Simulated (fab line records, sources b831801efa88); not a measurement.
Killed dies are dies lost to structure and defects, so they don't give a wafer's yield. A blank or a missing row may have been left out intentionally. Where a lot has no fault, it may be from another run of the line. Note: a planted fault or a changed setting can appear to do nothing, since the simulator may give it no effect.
What tool caused it? -- flow sky130 -- at 1 step of a route of 708, 10 lots with 30 wafers sampled

WHAT THE GAUGES SHOWED, per wafer
SKY_METAL3_OVL_MEAS_14.
lot,measured,on,METAL3_OVL (nm)
L752,day 39 00:55,overlay-01,12 2 11
L755,day 39 18:01,overlay-02,12 6 6
L754,day 39 22:13,overlay-02,3 6 -5
L756,day 40 12:25,overlay-02,6 -2 7
L759,day 41 00:50,overlay-01,4 0 0
L766,day 43 08:23,overlay-02,-7 -3 -2
L768,day 43 18:08,overlay-02,-6 1 -1
L769,day 44 05:10,overlay-01,2 -2 4
L774,day 45 06:29,overlay-02,6 13 7
L773,day 45 11:40,overlay-02,7 2 8

TOOL THAT RAN EACH LOT (tool first, then ch and the chambers of the sampled wafers, then the start)
Before these readings, the record contains no process step.

THE ANSWER, worked out from the rows above alone
Rule: the lots themselves supply what counts as usual. The widest of any qualifying gaps counts: lots, ordered by their means at a reading, are off when they make up no more than a third of the lots, leave a main group of 4 or more, and stand apart from it by 3 or more times the standard deviation of that group's means. The tables above print the reading to a certain number of digits; a main group whose means all agree to those digits is not used. Also off: a lot with no number at a reading for which 4 or more lots have one. Any other lot the step has rows for is counted as sound.
No lot is off on any of the readings shown, so nothing can be concluded from this.

WHAT THE SIMULATOR HAD INSERTED
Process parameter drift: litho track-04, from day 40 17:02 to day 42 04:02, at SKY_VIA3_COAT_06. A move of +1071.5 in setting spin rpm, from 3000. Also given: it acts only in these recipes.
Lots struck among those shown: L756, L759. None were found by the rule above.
